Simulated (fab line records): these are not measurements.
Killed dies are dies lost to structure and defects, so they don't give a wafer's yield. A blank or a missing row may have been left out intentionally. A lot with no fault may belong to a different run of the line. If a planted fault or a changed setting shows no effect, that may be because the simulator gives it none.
Which tool did it? | flow gf180mcu | 14 lots, 42 wafers sampled, at 3 steps of a route of 602

== WHAT THE GAUGES SHOWED, per wafer ==
GF_HV_LDD_OVL_MEAS_32. Usual: HV_LDD_02_OVL gives 0.2 nm (standard deviation 1.4).
lot  | measured     | on         | HV_LDD_02_OVL (nm) | flag
L146 | day 12 01:25 | overlay-02 | -0.3 1.3 1.4       |
L145 | day 12 02:04 | overlay-02 | 0.4 1.3 1.6        |
L143 | day 12 04:10 | overlay-01 | -2.0 -1.9 -3.0     |
L147 | day 12 07:48 | overlay-01 | 0.3 -1.7 -0.7      |
L148 | day 12 09:22 | overlay-02 | -1.8 -0.3 -0.9     |
L154 | day 14 03:12 | overlay-01 | 1.9 1.5 2.2        |
L155 | day 14 11:04 | overlay-01 | -0.4 0.8 -0.1      |
L158 | day 15 16:40 | overlay-01 | 0.0 1.6 1.0        |
L160 | day 16 05:22 | overlay-01 | -0.8 -0.3 0.4      |
L161 | day 16 17:27 | overlay-02 | 1.3 -0.1 1.5       |
L162 | day 16 22:39 | overlay-01 | -0.4 -0.3 0.1      |
L163 | day 17 12:42 | overlay-02 | 0.8 1.2 2.7        |
L164 | day 17 19:31 | overlay-01 | -1.5 0.9 1.0       |
L165 | day 18 06:22 | overlay-01 | 0.4 0.9 2.4        |

GF_HV_LDD_THK_MEAS_55. Usual: HV_LDD_CVD_54_THK gives 10.00 nm (standard deviation 0.17).
lot  | measured     | on            | HV_LDD_CVD_54_THK (nm) | flag
L146 | day 12 22:51 | film-metro-02 | 10.15 10.26 10.21      |
L145 | day 13 00:29 | film-metro-03 | 10.21 10.26 10.15      |
L143 | day 13 02:59 | film-metro-02 | 9.87 9.85 9.88         |
L147 | day 13 05:29 | film-metro-01 | 10.25 10.19 10.22      |
L148 | day 13 06:32 | film-metro-02 | 10.13 10.09 10.15      |
L154 | day 15 02:13 | film-metro-03 | 10.08 10.19 10.23      |
L155 | day 15 09:50 | film-metro-02 | 10.03 10.10 10.12      |
L158 | day 16 19:01 | film-metro-01 | 9.96 10.09 9.91        |
L160 | day 17 07:08 | film-metro-03 | 10.02 9.97 9.88        |
L161 | day 17 20:31 | film-metro-02 | 9.94 10.05 9.99        |
L162 | day 18 02:20 | film-metro-03 | 10.11 10.08 10.03      |
L163 | day 18 16:31 | film-metro-01 | 9.71 9.84 9.77         |
L164 | day 18 23:07 | film-metro-03 | 9.68 9.60 9.77         |
L165 | day 19 10:11 | film-metro-03 | 10.14 9.97 10.00       |

GF_HV_LDD_THK_MEAS_57. Usual: HV_LDD_CVD_56_THK gives 89.8 nm (standard deviation 1).
lot  | measured     | on            | HV_LDD_CVD_56_THK (nm) | flag
L146 | day 13 00:20 | film-metro-02 | 90.1 90.6 90.3         |
L145 | day 13 01:58 | film-metro-03 | 90.6 90.5 90.2         |
L143 | day 13 04:28 | film-metro-01 | 90.8 90.9 90.5         |
L147 | day 13 07:56 | film-metro-02 | 92.1 91.9 91.7         |
L148 | day 13 08:20 | film-metro-01 | 88.3 89.4 89.8         |
L154 | day 15 03:42 | film-metro-01 | 91.0 91.2 91.1         |
L155 | day 15 11:20 | film-metro-03 | 90.5 89.8 89.4         |
L158 | day 16 20:30 | film-metro-02 | 89.5 89.7 89.9         |
L160 | day 17 08:37 | film-metro-03 | 90.5 89.8 90.5         |
L161 | day 17 22:00 | film-metro-02 | 89.6 89.3 89.5         |
L162 | day 18 03:49 | film-metro-02 | 89.1 89.8 89.9         |
L163 | day 18 17:59 | film-metro-03 | 90.5 90.9 90.4         |
L164 | day 19 00:36 | film-metro-01 | 90.0 89.9 90.7         |
L165 | day 19 11:40 | film-metro-03 | 89.2 89.8 89.2         |

== EACH LOT AND THE TOOL THAT RAN IT (in order: tool; ch and the chambers of the sampled wafers; start) ==
No process step before these readings appears in the record.

== AS READ BY THE TOOLS THEMSELVES (means over the sampled wafers that have a number; for cases with no such wafer, the mark the record gives instead) ==
The record holds no such reading with a usual standard deviation.

== THE ANSWER, worked out from the rows above alone ==
Rule: lot off if the mean of its wafers having a number is beyond 3 standard deviations from the usual mean. Also off: a lot with no number at a reading for which 4 or more lots have one. All remaining lots with rows at the step are treated as sound. The gauges are gone through in route order, then the tools' own readings, and for those a lot's mean is taken as printed above. At the first step where some lot is off, the reading lying furthest off is the one used; lots without a number count as furthest.
None of the lots is off at any reading shown; this tells nothing.

== WHAT HAD BEEN PUT IN BY THE SIMULATOR ==
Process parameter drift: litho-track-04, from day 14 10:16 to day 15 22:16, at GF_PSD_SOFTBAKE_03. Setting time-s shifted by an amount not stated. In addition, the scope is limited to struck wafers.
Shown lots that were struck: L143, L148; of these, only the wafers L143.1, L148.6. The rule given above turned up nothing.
